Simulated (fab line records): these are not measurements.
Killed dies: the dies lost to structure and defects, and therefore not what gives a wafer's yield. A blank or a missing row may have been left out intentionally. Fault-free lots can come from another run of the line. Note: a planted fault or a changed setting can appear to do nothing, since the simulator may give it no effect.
Which tool is to blame? || flow gf180mcu || 32 wafers from 12 lots sampled at 5 of the route's 602 steps

== WHAT EACH GAUGE READ, for each wafer ==
GF_CONTACT_OVL_MEAS_15.
{"lot": "L939", "measured": "day 16 12:36", "on": "overlay-01", "CONTACT_OVL (nm)": "5 5 0"}
{"lot": "L940", "measured": "day 16 18:17", "on": "overlay-01", "CONTACT_OVL (nm)": "6 1 2"}
{"lot": "L941", "measured": "day 17 04:44", "on": "overlay-02", "CONTACT_OVL (nm)": "-3 -3 -6"}
{"lot": "L945", "measured": "day 18 17:19", "on": "overlay-02", "CONTACT_OVL (nm)": 3}
{"lot": "L946", "measured": "day 19 04:43", "on": "overlay-02", "CONTACT_OVL (nm)": -4}
{"lot": "L947", "measured": "day 19 05:42", "on": "overlay-01", "CONTACT_OVL (nm)": "1 3 5"}
{"lot": "L955", "measured": "day 22 08:17", "on": "overlay-01", "CONTACT_OVL (nm)": "-3 -4 3"}
{"lot": "L956", "measured": "day 22 16:27", "on": "overlay-02", "CONTACT_OVL (nm)": "1 1 -1"}
{"lot": "L957", "measured": "day 22 21:08", "on": "overlay-02", "CONTACT_OVL (nm)": "-2 -6 4"}
{"lot": "L958", "measured": "day 23 05:32", "on": "overlay-02", "CONTACT_OVL (nm)": "5 -3 -1"}
{"lot": "L959", "measured": "day 23 11:47", "on": "overlay-02", "CONTACT_OVL (nm)": "-3 -1 -3"}
{"lot": "L961", "measured": "day 24 09:49", "on": "overlay-01", "CONTACT_OVL (nm)": "-7 6 1"}

GF_CONTACT_RS_MEAS_25: the measuring method here is four-point-probe.
{"lot": "L939", "measured": "day 16 13:18", "on": "film metro-02", "CONTACT_W_RS (ohm/sq)": "0.386 0.390 0.388"}
{"lot": "L940", "measured": "day 16 19:00", "on": "film metro-02", "CONTACT_W_RS (ohm/sq)": "0.374 0.384 0.378"}
{"lot": "L941", "measured": "day 17 05:32", "on": "film metro-04", "CONTACT_W_RS (ohm/sq)": "0.386 0.381 0.383"}
{"lot": "L945", "measured": "day 18 18:03", "on": "film metro-01", "CONTACT_W_RS (ohm/sq)": 0.255}
{"lot": "L946", "measured": "day 19 05:26", "on": "film metro-02", "CONTACT_W_RS (ohm/sq)": 0.254}
{"lot": "L947", "measured": "day 19 06:23", "on": "film metro-01", "CONTACT_W_RS (ohm/sq)": "0.388 0.384 0.378"}
{"lot": "L955", "measured": "day 22 09:00", "on": "film metro-04", "CONTACT_W_RS (ohm/sq)": "0.385 0.381 0.384"}
{"lot": "L956", "measured": "day 22 17:10", "on": "film metro-02", "CONTACT_W_RS (ohm/sq)": "0.382 0.382 0.384"}
{"lot": "L957", "measured": "day 22 21:50", "on": "film metro-02", "CONTACT_W_RS (ohm/sq)": "0.382 0.385 0.379"}
{"lot": "L958", "measured": "day 23 06:16", "on": "film metro-02", "CONTACT_W_RS (ohm/sq)": "0.385 0.381 0.380"}
{"lot": "L959", "measured": "day 23 12:29", "on": "film metro-04", "CONTACT_W_RS (ohm/sq)": "0.386 0.382 0.382"}
{"lot": "L961", "measured": "day 24 10:37", "on": "film metro-04", "CONTACT_W_RS (ohm/sq)": "0.386 0.383 0.385"}

GF_CONTACT_THK_MEAS_26: measures by xrf.
{"lot": "L939", "measured": "day 16 13:25", "on": "film metro-02", "CONTACT_W_THK (nm)": "299.0 295.4 297.3"}
{"lot": "L940", "measured": "day 16 19:07", "on": "film metro-02", "CONTACT_W_THK (nm)": "308.4 301.5 307.3"}
{"lot": "L941", "measured": "day 17 05:39", "on": "film metro-04", "CONTACT_W_THK (nm)": "299.1 302.9 301.5"}
{"lot": "L945", "measured": "day 18 18:08", "on": "film metro-01", "CONTACT_W_THK (nm)": 457.9}
{"lot": "L946", "measured": "day 19 05:32", "on": "film metro-02", "CONTACT_W_THK (nm)": 451.7}
{"lot": "L947", "measured": "day 19 06:31", "on": "film metro-01", "CONTACT_W_THK (nm)": "298.9 304.2 308.1"}
{"lot": "L955", "measured": "day 22 09:07", "on": "film metro-04", "CONTACT_W_THK (nm)": "296.4 300.3 297.0"}
{"lot": "L956", "measured": "day 22 17:16", "on": "film metro-02", "CONTACT_W_THK (nm)": "299.5 300.8 296.8"}
{"lot": "L957", "measured": "day 22 21:58", "on": "film metro-02", "CONTACT_W_THK (nm)": "299.4 298.9 301.9"}
{"lot": "L958", "measured": "day 23 06:22", "on": "film metro-02", "CONTACT_W_THK (nm)": "299.0 300.8 302.4"}
{"lot": "L959", "measured": "day 23 12:36", "on": "film metro-04", "CONTACT_W_THK (nm)": "300.8 302.3 305.3"}
{"lot": "L961", "measured": "day 24 10:43", "on": "film metro-04", "CONTACT_W_THK (nm)": "299.1 300.4 300.4"}

== WHAT TOOL EACH LOT RAN ON (gives the tool, then ch and the chambers of the sampled wafers, and finally the start) ==
{"lot": "L939", "GF_CONTACT_SPUTTER_22": "pvd sputter-04, day 16 13:06", "GF_CONTACT_CVD_24": "cvd w-02 ch 0,1, day 16 13:12"}
{"lot": "L940", "GF_CONTACT_SPUTTER_22": "pvd sputter-03, day 16 18:47", "GF_CONTACT_CVD_24": "cvd w-01 ch 0,1, day 16 18:53"}
{"lot": "L941", "GF_CONTACT_SPUTTER_22": "pvd sputter-03, day 17 05:14", "GF_CONTACT_CVD_24": "cvd w-02 ch 0, day 17 05:20"}
{"lot": "L945", "GF_CONTACT_SPUTTER_22": "pvd sputter-03, day 18 17:47", "GF_CONTACT_CVD_24": "cvd w-02 ch 0, day 18 17:56"}
{"lot": "L946", "GF_CONTACT_SPUTTER_22": "pvd sputter-04, day 19 05:11", "GF_CONTACT_CVD_24": "cvd w-02 ch 0, day 19 05:19"}
{"lot": "L947", "GF_CONTACT_SPUTTER_22": "pvd sputter-03, day 19 06:11", "GF_CONTACT_CVD_24": "cvd w-01 ch 0,1, day 19 06:17"}
{"lot": "L955", "GF_CONTACT_SPUTTER_22": "pvd sputter-04, day 22 08:48", "GF_CONTACT_CVD_24": "cvd w-01 ch 0,1, day 22 08:54"}
{"lot": "L956", "GF_CONTACT_SPUTTER_22": "pvd sputter-03, day 22 16:56", "GF_CONTACT_CVD_24": "cvd w-01 ch 0,1, day 22 17:02"}
{"lot": "L957", "GF_CONTACT_SPUTTER_22": "pvd sputter-01, day 22 21:38", "GF_CONTACT_CVD_24": "cvd w-02 ch 0,1, day 22 21:44"}
{"lot": "L958", "GF_CONTACT_SPUTTER_22": "pvd sputter-01, day 23 06:02", "GF_CONTACT_CVD_24": "cvd w-01 ch 0,1, day 23 06:08"}
{"lot": "L959", "GF_CONTACT_SPUTTER_22": "pvd sputter-03, day 23 12:17", "GF_CONTACT_CVD_24": "cvd w-02 ch 0, day 23 12:23"}
{"lot": "L961", "GF_CONTACT_SPUTTER_22": "pvd sputter-01, day 24 10:23", "GF_CONTACT_CVD_24": "cvd w-02 ch 0,1, day 24 10:29"}
- GF_CONTACT_SPUTTER_22: material Ti, target thk 15 nm, time 80.02 s.
- GF_CONTACT_CVD_24: deposits W, target thk 300 nm, time 90.339 s.

== WHAT THE TOOLS THEMSELVES READ (means of the sampled wafers that have a number; where no wafer has one, the mark that the record gives instead) ==
GF_CONTACT_SPUTTER_22.
{"lot": "L939", "tool": "pvd sputter-04", "cathode dc power W (W)": 2499.8, "throttle valve pct (%)": 31.6}
{"lot": "L940", "tool": "pvd sputter-03", "cathode dc power W (W)": 2499.9, "throttle valve pct (%)": 30.4}
{"lot": "L941", "tool": "pvd sputter-03", "cathode dc power W (W)": 2499.9, "throttle valve pct (%)": 30.2}
{"lot": "L945", "tool": "pvd sputter-03", "cathode dc power W (W)": 2500.2, "throttle valve pct (%)": 29.4}
{"lot": "L946", "tool": "pvd sputter-04", "cathode dc power W (W)": 2500.8, "throttle valve pct (%)": 31.8}
{"lot": "L947", "tool": "pvd sputter-03", "cathode dc power W (W)": 2500.4, "throttle valve pct (%)": 30.5}
{"lot": "L955", "tool": "pvd sputter-04", "cathode dc power W (W)": 2500.1, "throttle valve pct (%)": 30.4}
{"lot": "L956", "tool": "pvd sputter-03", "cathode dc power W (W)": 2500.2, "throttle valve pct (%)": 30.3}
{"lot": "L957", "tool": "pvd sputter-01", "cathode dc power W (W)": 2500.2, "throttle valve pct (%)": 29.4}
{"lot": "L958", "tool": "pvd sputter-01", "cathode dc power W (W)": 2499.7, "throttle valve pct (%)": 29.1}
{"lot": "L959", "tool": "pvd sputter-03", "cathode dc power W (W)": 2500.3, "throttle valve pct (%)": 30.0}
{"lot": "L961", "tool": "pvd sputter-01", "cathode dc power W (W)": 2499.9, "throttle valve pct (%)": 28.7}

GF_CONTACT_CVD_24.
{"lot": "L939", "tool": "cvd w-02", "heater power outer w (W)": 560, "heater power w (W)": 883, "susceptor temp C (C)": 399.99}
{"lot": "L940", "tool": "cvd w-01", "heater power outer w (W)": 569, "heater power w (W)": 938, "susceptor temp C (C)": 399.92}
{"lot": "L941", "tool": "cvd w-02", "heater power outer w (W)": 578, "heater power w (W)": 878, "susceptor temp C (C)": 399.89}
{"lot": "L945", "tool": "cvd w-02", "heater power outer w (W)": 687, "heater power w (W)": 1036, "susceptor temp C (C)": 424.18}
{"lot": "L946", "tool": "cvd w-02", "heater power outer w (W)": 684, "heater power w (W)": 1013, "susceptor temp C (C)": 424.00}
{"lot": "L947", "tool": "cvd w-01", "heater power outer w (W)": 554, "heater power w (W)": 932, "susceptor temp C (C)": 399.98}
{"lot": "L955", "tool": "cvd w-01", "heater power outer w (W)": 529, "heater power w (W)": 873, "susceptor temp C (C)": 400.21}
{"lot": "L956", "tool": "cvd w-01", "heater power outer w (W)": 561, "heater power w (W)": 928, "susceptor temp C (C)": 399.95}
{"lot": "L957", "tool": "cvd w-02", "heater power outer w (W)": 540, "heater power w (W)": 866, "susceptor temp C (C)": 400.04}
{"lot": "L958", "tool": "cvd w-01", "heater power outer w (W)": 530, "heater power w (W)": 852, "susceptor temp C (C)": 400.09}
{"lot": "L959", "tool": "cvd w-02", "heater power outer w (W)": 585, "heater power w (W)": 890, "susceptor temp C (C)": 400.12}
{"lot": "L961", "tool": "cvd w-02", "heater power outer w (W)": 536, "heater power w (W)": 878, "susceptor temp C (C)": 400.07}

== THE ANSWER, worked out from the rows above alone ==
Rule: the lots themselves supply what counts as usual. The widest of any qualifying gaps counts: lots, ordered by their means at a reading, are off when they make up no more than a third of the lots, leave a main group of 4 or more, and stand apart from it by 3 or more times the standard deviation of that group's means. If all means in a main group match to the digits the tables above print for the reading, that group is not used. Also off: a lot with no number at a reading for which 4 or more lots have one. All remaining lots with rows at the step are treated as sound. First the gauges in route order, then the tools' own readings, where a lot's mean is used as printed above. At the first step where some lot is off, the reading lying furthest off is the one used; lots without a number count as furthest.
Off: L945, L946, seen at GF_CONTACT_RS_MEAS_25 (CONTACT_W_RS). The main group has a mean of 0.383 ohm/sq with a standard deviation of 0.0022.
If a tool, at a process step before that reading, ran all the lots that are off and no sound lot after the first of them, it fits. The gauges at GF_CONTACT_RS_MEAS_25 aren't tried: what is off there is off at GF_CONTACT_CVD_24 too, on other tools, and a gauge's error can't cause that. No candidate that was tried fits.

== WHAT THE SIMULATOR PUT IN ==
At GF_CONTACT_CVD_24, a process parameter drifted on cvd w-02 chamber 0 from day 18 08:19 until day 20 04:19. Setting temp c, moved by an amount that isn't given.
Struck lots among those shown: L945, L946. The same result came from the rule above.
